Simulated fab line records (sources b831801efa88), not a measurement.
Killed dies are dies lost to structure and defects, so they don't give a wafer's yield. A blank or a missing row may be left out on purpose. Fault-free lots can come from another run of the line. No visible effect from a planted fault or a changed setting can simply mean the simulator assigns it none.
Problem report, 8D (eight disciplines) form, completed by code :: flow sky130 :: the parts of the form that need people (team, actions taken, sign-off) are left out

1. WHAT WENT WRONG
METAL2_ALCU_RS at SKY_METAL2_RS_MEAS_05 reads a mean of 0.0654 ohm/sq on 6 wafers of 2 lots; wafers without a fault read 0.1272 ohm/sq with a standard deviation of 0.0014. Relative to the usual mean, that is a shift of -44 standard deviations.
The step: measures by four-point-probe.
First seen on wafer L490.1, day 37 07:39, on film-metro-04. The record holds 42 wafers of 14 lots with a number at this step. Rule for "out", or "out of limits": more than 4 standard deviations from the usual mean. Any other wafer with a number is counted as sound.

2. WHAT IT IS, AND WHAT IT ISN'T
question: which readings at this step
is: METAL2_ALCU_RS
is not: -

question: which lots
is: L490, L491
is not: L481, L482, L483, L484, L486, L494, L496, L497, L499, L502, L503, L504

question: which wafers of those lots
is: all that have a number
is not: -

question: read on which gauges
is: film-metro-01, film-metro-04
is not: film-metro-03

question: when
is: from day 37 07:39
is not: up to then (15 sound wafers); but 21 sound wafers of L494, L496, L497, L499, L502, L503, L504 came after

3. SUSPECTS, AND WHAT RULES EACH OUT
Counting: a tool at any process step up to the reading remains a suspect when it ran all the lots that are out and ran no sound lot after the first of those.
- the gauge at SKY_METAL2_RS_MEAS_05 is ruled out. Those wafers that are out were read across 2 gauges (film-metro-01, film-metro-04).
- rie-diel-02 at SKY_VIA1_ETCH_14 (etches BARC in N2/H2, stops on SiO2, time 45.9 s, target depth 60 nm): ruled out as a lasting fault. The sound lots L504 went through it after L490, its earliest lot that is out (day 37 06:12).
- pvd-sputter-01 at SKY_METAL2_SPUTTER_02 (material AlCu, target thk 250 nm, time 13.3 s): ruled out as a lasting fault. The sound lots L502, L504 went through it after L490, its earliest lot that is out (day 37 07:34).
- pvd-sputter-01 at SKY_METAL2_SPUTTER_04 (material TiN, target thk 70 nm, time 58.3 s): ruled out as a lasting fault. The sound lots L502, L504 went through it after L490, its earliest lot that is out (day 37 07:36).
Left after counting: nothing in the record.

4. THE CAUSE (what the simulator had put in)
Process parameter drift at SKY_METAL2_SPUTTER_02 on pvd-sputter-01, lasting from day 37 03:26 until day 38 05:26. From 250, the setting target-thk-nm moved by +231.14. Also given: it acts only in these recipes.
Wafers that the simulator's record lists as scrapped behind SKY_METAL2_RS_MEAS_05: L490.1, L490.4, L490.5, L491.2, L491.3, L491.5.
Counting ruled it out, wrongly: the rule takes a fault to strike every lot that its tool runs from its start on, and this one did not.

5. SEQUENCE OF EFFECTS, ordered by route
One row per reading whose mean, taken over the struck wafers that have a number, lies over 3 standard deviations from the usual. Scope: only readings with a usual standard deviation given in the record; hours: median across lots of the time from each lot's start at the first step in this table that gives one to its start at this step; sigmas: change in usual standard deviations.
hours: 0
step: SKY_METAL2_RS_MEAS_05
reading: METAL2_ALCU_RS
usual: 0.1272 ohm/sq
on struck wafers: 0.0654
change: -0.0619
sigmas: -44

6. HOW IT WOULD HAVE BEEN CAUGHT EARLIER
In this record the first reading out of limits at a measuring or inspecting step was taken at day 37 07:39, 4 hours after the fault began at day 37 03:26.
No tool reading at SKY_METAL2_SPUTTER_02 that has a usual standard deviation in the record was out on any struck wafer, so an alarm limit of 4 standard deviations on those readings would not have fired.
